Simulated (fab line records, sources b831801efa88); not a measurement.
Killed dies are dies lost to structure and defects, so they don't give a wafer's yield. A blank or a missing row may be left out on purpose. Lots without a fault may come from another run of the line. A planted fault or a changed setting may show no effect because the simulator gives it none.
A struck lot beside a sound one | flow gf180mcu | 14 steps out of a route of 602
Sound: wafers L467.3, L467.4, L467.5. Struck: wafers L474.1, L474.5, L474.6. The cause comes at the end.
At each step with rows: each side's tool, then ch and its chambers, then its first start. Under that, the readings that differ: sound wafers | struck wafers | difference of the means | sigmas: that difference in standard deviations of wafers without a fault.
alike: readings whose means differ by less than 2 such deviations, and words and numbers that are the same on both sides. not compared: withheld readings, readings that some wafer has no value for, bounds like >300 that may hide the same value, and numbers for which the record gives no deviation and whose values overlap.
The two part at a step that has a row with sigmas, a row that says differs or no value, or rows on one side only. Numbers that don't overlap but have no deviation are shown without sigmas and don't part them. A reading that every wafer of one side lacks parts them only if that side has two wafers or more.

GF_M4_SPUTTER_00: material Ti, target thk 37.5 nm, time 150 s.
  sound on pvd_sputter-03, day 22 16:36; struck on pvd_sputter-03, day 25 02:26
  alike: throttle_valve_pct
GF_M4_SPUTTER_01: material TiN, target thk 30 nm, time 25 s.
  sound on pvd_sputter-03, day 22 16:42; struck on pvd_sputter-03, day 25 02:32
  alike: throttle_valve_pct
GF_M4_SPUTTER_02: material AlCu, target thk 450 nm, time 23.9 s.
  sound on pvd_sputter-03, day 22 16:44; struck on pvd_sputter-03, day 25 02:34
  alike: throttle_valve_pct
GF_M4_SPUTTER_03: material Ti, target thk 10 nm, time 6.7 s.
  sound on pvd_sputter-03, day 22 16:46; struck on pvd_sputter-03, day 25 02:35
  alike: throttle_valve_pct
GF_M4_SPUTTER_04: material TiN, target thk 50 nm, time 41.7 s.
  sound on pvd_sputter-03, day 22 16:47; struck on pvd_sputter-03, day 25 02:37
  alike: throttle_valve_pct
GF_M4_RS_MEAS_05: measures by four-point-probe.
  sound on film_metro-02, day 22 16:52; struck on film_metro-03, day 25 02:39
  alike: M4_ALCU_RS
GF_M4_THK_MEAS_06: measures by xrf.
  sound on film_metro-02, day 22 16:58; struck on film_metro-03, day 25 02:46
  alike: M4_ALCU_THK
then, 5 steps without rows for these wafers: GF_M4_DEHYDRATE_07 (time 60 s); GF_M4_HMDS_08 (prime time 60 s); GF_M4_COAT_09 (resist thk 1000 nm); GF_M4_SOFTBAKE_10 (time 60 s); GF_M4_EXPOSE_11 (exposes mask Metal4, target cd 280 nm).
GF_M4_PEB_12: peb time 90 s.
  sound on litho_track-02 ch 0, day 23 15:00; struck on litho_track-02, day 25 23:20
  no value came back on the struck wafers for chill_plate_temp_C (C), exhaust_pa (Pa), peb_time_s (s); on the sound wafers chill_plate_temp_C (C) reads 22.85 23.02 22.73
then, 1 step without rows for these wafers: GF_M4_DEVELOP_13 (develop time 60 s).

WHERE THEY PART
Only at GF_M4_PEB_12, within this record.

WHY: what the simulator had put in
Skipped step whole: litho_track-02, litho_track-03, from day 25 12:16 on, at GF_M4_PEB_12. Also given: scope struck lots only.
